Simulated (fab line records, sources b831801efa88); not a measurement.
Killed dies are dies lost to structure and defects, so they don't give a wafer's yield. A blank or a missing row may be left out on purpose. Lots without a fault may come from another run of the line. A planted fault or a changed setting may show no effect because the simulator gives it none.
Which tool did it? | flow gf180mcu | 6 lots, 18 wafers sampled, at 2 steps of a route of 602

WHAT THE GAUGES READ, wafer by wafer
GF_V3_THK_MEAS_03.
lot  | measured     | on            | V3_CVD_02_THK (nm)
L302 | day 22 20:14 | film_metro-03 | 848 859 847
L304 | day 23 11:03 | film_metro-01 | 848 845 852
L307 | day 24 16:57 | film_metro-04 | 840 1389 841
L318 | day 28 02:31 | film_metro-01 | 834 833 855
L320 | day 28 19:42 | film_metro-04 | 835 839 838
L323 | day 29 09:26 | film_metro-04 | 839 845 862

WHICH TOOL RAN EACH LOT (tool, then ch and the chambers of the sampled wafers, then the start)
lot  | GF_V3_CVD_02
L302 | pecvd-02 ch 0,1,2, day 22 20:10
L304 | pecvd-02 ch 0,1, day 23 10:58
L307 | pecvd-02 ch 0,1,2, day 24 16:53
L318 | pecvd-02 ch 0,1,2, day 28 02:27
L320 | pecvd-02 ch 0,2, day 28 19:38
L323 | pecvd-02 ch 0,2, day 29 09:22
- GF_V3_CVD_02: deposits SiO2 from TEOS, target thk 850 nm, time 94.851 s.

THE ANSWER, worked out from the rows above alone
Rule: what is usual is taken from the lots themselves. Put in order of their means at a reading, lots are off if they are a third of the lots or fewer, leave a main group of 4 or more, and stand apart from it by a gap of 3 or more times the standard deviation of the main group's means; of several such gaps the widest counts. A main group whose means are all the same, to the digits that the tables above print for the reading, isn't used. A lot without any number at a reading at which 4 lots or more have one is off too. The other lots that the step has rows for count as sound.
Off: L307, at GF_V3_THK_MEAS_03 (V3_CVD_02_THK). The main group: mean 845 nm, standard deviation 5.3.
A tool fits if, at a process step before that reading, it ran every lot that is off, and no sound lot after the first of them. The gauges at GF_V3_THK_MEAS_03 are tried like those tools. None of those tried fits.

WHAT THE SIMULATOR HAD PUT IN
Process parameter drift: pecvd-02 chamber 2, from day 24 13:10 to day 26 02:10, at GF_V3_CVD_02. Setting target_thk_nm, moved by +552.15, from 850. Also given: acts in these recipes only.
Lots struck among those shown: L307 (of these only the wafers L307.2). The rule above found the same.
